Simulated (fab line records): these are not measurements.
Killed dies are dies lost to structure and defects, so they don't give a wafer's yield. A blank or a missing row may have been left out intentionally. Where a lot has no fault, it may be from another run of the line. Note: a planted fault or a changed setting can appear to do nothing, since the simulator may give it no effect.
2 desks looking at one fault / flow sfqLine / what lay behind the numbers comes last; until then each desk has only its own

## TOOL OWNER'S DESK, cmp-02
The tool's own readings at SFQ_TRILAYER_I0_CMP_CMP_028 (polishes SiO2): means of the sampled wafers that have a number, for each lot that ran on this tool. Marked OUT: a lot whose mean sits more than 4 standard deviations from the usual mean, which makes it out of limits; the brackets give that distance.
Columns: A = motorCurrentA at SFQ_TRILAYER_I0_CMP_CMP_028, usual 10.0 A; B = timeToEndpointS at SFQ_TRILAYER_I0_CMP_CMP_028, usual 208 s
lot=L664; first seen here=day 8 10:09; A=9.9; B=205
lot=L667; first seen here=day 9 07:39; A=9.7; B=198
lot=L668; first seen here=day 9 13:09; A=10.1; B=209
lot=L669; first seen here=day 9 16:09; A=9.5; B=211
lot=L671; first seen here=day 10 01:39; A=9.8; B=206
lot=L672; first seen here=day 10 07:09; A=10.3; B=200
lot=L673; first seen here=day 10 16:09; A=10.4; B=187
lot=L674; first seen here=day 10 23:39; A=10.0; B=197
This desk's finding: nothing out of limits on any of the 8 lots.

## THE METROLOGY DESK
Lot by lot, what the gauges showed, no matter which tool ran the lot: averages of those sampled wafers that carry a number. Marked OUT: a lot whose mean sits more than 4 standard deviations from the usual mean, which makes it out of limits; the brackets give that distance.
Columns: A = I7_OVL at SFQ_I7_OVL_MEAS_947, usual -1 nm
lot=L662; first seen here=day 81 14:26; A=3
lot=L663; first seen here=day 81 16:45; A=2
lot=L664; first seen here=day 81 17:58; A=-5
lot=L665; first seen here=day 81 20:19; A=-2
lot=L666; first seen here=day 81 23:55; A=-4
lot=L667; first seen here=day 82 02:19; A=2
lot=L668; first seen here=day 82 04:45; A=0
lot=L669; first seen here=day 86 20:15; A=0
lot=L670; first seen here=day 86 21:26; A=1
lot=L671; first seen here=day 86 23:51; A=-13
lot=L672; first seen here=day 87 09:26; A=5
lot=L673; first seen here=day 87 11:51; A=-4
lot=L674; first seen here=day 87 14:15; A=-1
lot=L676; first seen here=day 87 23:50; A=-6
This desk's finding: nothing out of limits on any of the 14 lots.

## BROUGHT TOGETHER
The tool owner's desk saw nothing out of limits.
From the metrology desk's view, nothing was out of limits.

## WHAT HAD BEEN PUT IN BY THE SIMULATOR
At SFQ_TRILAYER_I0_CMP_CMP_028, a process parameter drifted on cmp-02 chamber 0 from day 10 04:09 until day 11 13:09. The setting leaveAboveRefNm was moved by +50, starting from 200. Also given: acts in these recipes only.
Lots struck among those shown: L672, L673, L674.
